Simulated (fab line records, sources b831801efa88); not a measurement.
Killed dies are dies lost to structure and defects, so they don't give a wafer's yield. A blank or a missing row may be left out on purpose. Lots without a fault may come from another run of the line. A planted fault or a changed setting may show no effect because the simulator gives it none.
Chamber matching | flow sky130 | SKY_LI_CONTACT_CMP_02 on cmp-02: 4 sister chambers
The step polishes PSG. 8 wafers are shown with their chamber, then 8 later ones without.

WAFERS WITH THEIR CHAMBER
wafer  | chamber | motor_current_A (A) | time_to_endpoint_s (s)
L758.5 | 2       | 10.3                | 28.2
L764.6 | 0       | 12.9                | 30.7
L768.1 | 2       | 10.6                | 33.9
L768.4 | 3       | 10.0                | 35.5
L770.1 | 3       | 9.8                 | 37.2
L770.4 | 1       | 13.2                | 32.2
L770.6 | 1       | 13.9                | 36.9
L776.1 | 0       | 11.8                | 30.0

WAFERS WITHOUT THEIR CHAMBER
wafer  | motor_current_A (A) | time_to_endpoint_s (s)
L776.2 | 13.6                | 31.0
L776.3 | 10.4                | 29.7
L779.2 | 11.1                | 28.4
L779.3 | 12.7                | 30.4
L779.6 | 13.5                | 33.2
L781.4 | 9.8                 | 34.3
L781.5 | 9.9                 | 34.3
L781.6 | 10.9                | 29.8

WHICH CHAMBER EACH WENT THROUGH
wafer  | from the rows above     | in truth
L776.2 | can't be placed: 1 or 0 | 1
L776.3 | 2                       | 2
L779.2 | can't be placed: 2 or 0 | 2
L779.3 | can't be placed: 0 or 1 | 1
L779.6 | 1                       | 1
L781.4 | can't be placed: 3 or 2 | 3
L781.5 | can't be placed: 3 or 2 | 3
L781.6 | can't be placed: 2 or 0 | 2
Placed correctly: 2 of 8. Can't be placed from these rows: 6 (the true chamber is among the candidates in 6). Placed wrongly: 0.
How it was worked out, from the rows above alone: a wafer's distance from a chamber is the root of the sum, over the readings, of the square of ((its reading less the chamber's mean) divided by the reading's scatter). The wafer belongs to the nearest chamber; if the next one is less than 2 further off, it can't be placed. A chamber's mean is the mean of its shown wafers. The scatter: the root of (the sum of the squares of (reading less its chamber's mean) over the shown wafers, divided by (wafers less chambers)).
